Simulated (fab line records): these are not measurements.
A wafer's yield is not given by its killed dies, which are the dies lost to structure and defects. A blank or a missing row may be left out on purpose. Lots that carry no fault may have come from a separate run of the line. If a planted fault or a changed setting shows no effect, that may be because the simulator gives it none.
Chamber matching ; flow gf180mcu ; 4 sister chambers for GF_V3_CMP_26 on cmp-01
The step polishes, stops on SiO2, t overpolish 15 s, target thk 0 nm. 4 wafers are shown with their chamber, then 7 later ones without.

EACH WAFER AND ITS CHAMBER
wafer;chamber;motor current A (A)
L541.6;1;10.0
L545.4;3;8.5
L548.1;2;10.1
L548.2;0;11.1

WAFERS WHOSE CHAMBER IS MISSING
wafer;motor current A (A)
L548.6;10.6
L551.1;11.4
L551.5;10.1
L551.6;9.2
L559.1;10.6
L559.3;10.8
L559.4;8.4

EACH ONE'S CHAMBER
wafer;from the rows above;in truth
L548.6;can't be placed: 0 or 2 or 1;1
L551.1;0;0
L551.5;can't be placed: 2 or 1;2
L551.6;can't be placed: 3 or 1 or 2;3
L559.1;can't be placed: 0 or 2 or 1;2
L559.3;can't be placed: 0 or 2 or 1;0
L559.4;3;3
2 of 7 placed correctly. From these rows, 5 cannot be placed; in 5 the true chamber is one of the candidates. Wrongly placed: 0.
How it was worked out, from the rows above alone: a wafer's distance from a chamber is the root of the sum, over the readings, of the square of ((its reading less the chamber's mean) divided by the reading's scatter). The wafer belongs to the nearest chamber; if the next one is less than 2 further off, it can't be placed. Each chamber's mean is taken over the wafers shown for it. The scatter (one wafer shown for each chamber): square how far every hidden wafer sits from the nearest shown wafer, average those squares and take the square root.
